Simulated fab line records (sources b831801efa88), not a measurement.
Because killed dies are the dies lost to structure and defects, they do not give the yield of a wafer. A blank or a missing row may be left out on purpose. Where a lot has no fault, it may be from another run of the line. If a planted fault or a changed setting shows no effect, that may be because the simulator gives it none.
The same fault as seen by 2 desks :: flow sky130 :: each desk holds nothing but its own numbers, with what lay behind them at the end

== FROM THE METROLOGY DESK ==
What the gauges read for every lot (on any tool): the sampled wafers with a number, averaged. The brackets show how far a lot's mean lies from the usual mean; more than 4 standard deviations puts the lot out of limits, marked OUT.
Columns: A = VIA3_W_THK at SKY_VIA3_THK_MEAS_23, usual 376 nm; B = CAP2M_TIN_RS at SKY_CAP2M_RS_MEAS_03, usual 6.88 ohm/sq; C = CAP2M_TIN_THK at SKY_CAP2M_THK_MEAS_04, usual 198.6 nm
lot: L515
first seen here: day 40 13:10
A: 364
B: 6.80
C: 200.2

lot: L516
first seen here: day 41 01:44
A: 373
B: 6.88
C: 199.5

lot: L517
first seen here: day 41 09:31
A: 384
B: 6.81
C: 200.7

lot: L519
first seen here: day 41 21:34
A: 385
B: 6.90
C: 198.7

lot: L522
first seen here: day 42 18:25
A: 370
B: 6.93
C: 197.5

lot: L525
first seen here: day 43 13:13
A: 380
B: 6.82
C: 198.6

lot: L526
first seen here: day 43 18:23
A: 379
B: 6.80
C: 200.5

lot: L531
first seen here: day 45 03:39
A: 386
B: 8.57 (+28) OUT
C: 159.9 (-26) OUT

lot: L533
first seen here: day 45 08:05
A: 379
B: 8.64 (+29) OUT
C: 159.0 (-26) OUT

lot: L534
first seen here: day 45 22:12
A: 377
B: 8.69 (+30) OUT
C: 158.3 (-27) OUT
This desk's finding: out of limits on L531, L533, L534; first on L531, day 45 04:22 (CAP2M_TIN_RS at SKY_CAP2M_RS_MEAS_03). In limits: L515, L516, L517, L519, L522, L525, L526.

== DESK OF THE TOOL OWNER: pvdSputter-01 ==
The tool's own readings at SKY_CAP2M_SPUTTER_02 (material TiN, target thk 200 nm, time 166.7 s): means of the sampled wafers that have a number, for each lot that ran on this tool. The brackets show how far a lot's mean lies from the usual mean; more than 4 standard deviations puts the lot out of limits, marked OUT.
Columns: A = cathodeDcPowerW at SKY_CAP2M_SPUTTER_02, usual 6500.0 W; B = throttleValvePct at SKY_CAP2M_SPUTTER_02, usual 30.2 %
lot: L525
first seen here: day 43 13:49
A: 6500.3
B: 29.8

lot: L526
first seen here: day 43 18:58
A: 6500.8
B: 29.7

lot: L531
first seen here: day 45 04:15
A: 5170.5 (-99 or more) OUT
B: 30.7

lot: L533
first seen here: day 45 08:40
A: 5169.8 (-99 or more) OUT
B: 29.3

lot: L534
first seen here: day 45 22:46
A: 5170.6 (-99 or more) OUT
B: 29.2
This desk's verdict: out of limits on L531, L533, L534, starting with L531 at day 45 04:15 (cathodeDcPowerW at SKY_CAP2M_SPUTTER_02). In limits: L525, L526.

== BROUGHT TOGETHER ==
On L531, L533, L534, at day 45 04:15, an alarm was possible from the tool owner's desk.
On L531, L533, L534, the metrology desk was in a position to raise an alarm at day 45 04:22.
Of the lots named, all ran SKY_CAP2M_SPUTTER_02 on pvdSputter-01.

== WHAT THE SIMULATOR HAD INSERTED ==
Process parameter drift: pvdSputter-01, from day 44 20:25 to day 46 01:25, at SKY_CAP2M_SPUTTER_02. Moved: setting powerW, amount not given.
Lots struck among those shown: L531, L533, L534.
Counting hours from when the fault started, the first reading out of limits came at 8 for the tool owner's desk and at 8 for the metrology desk.
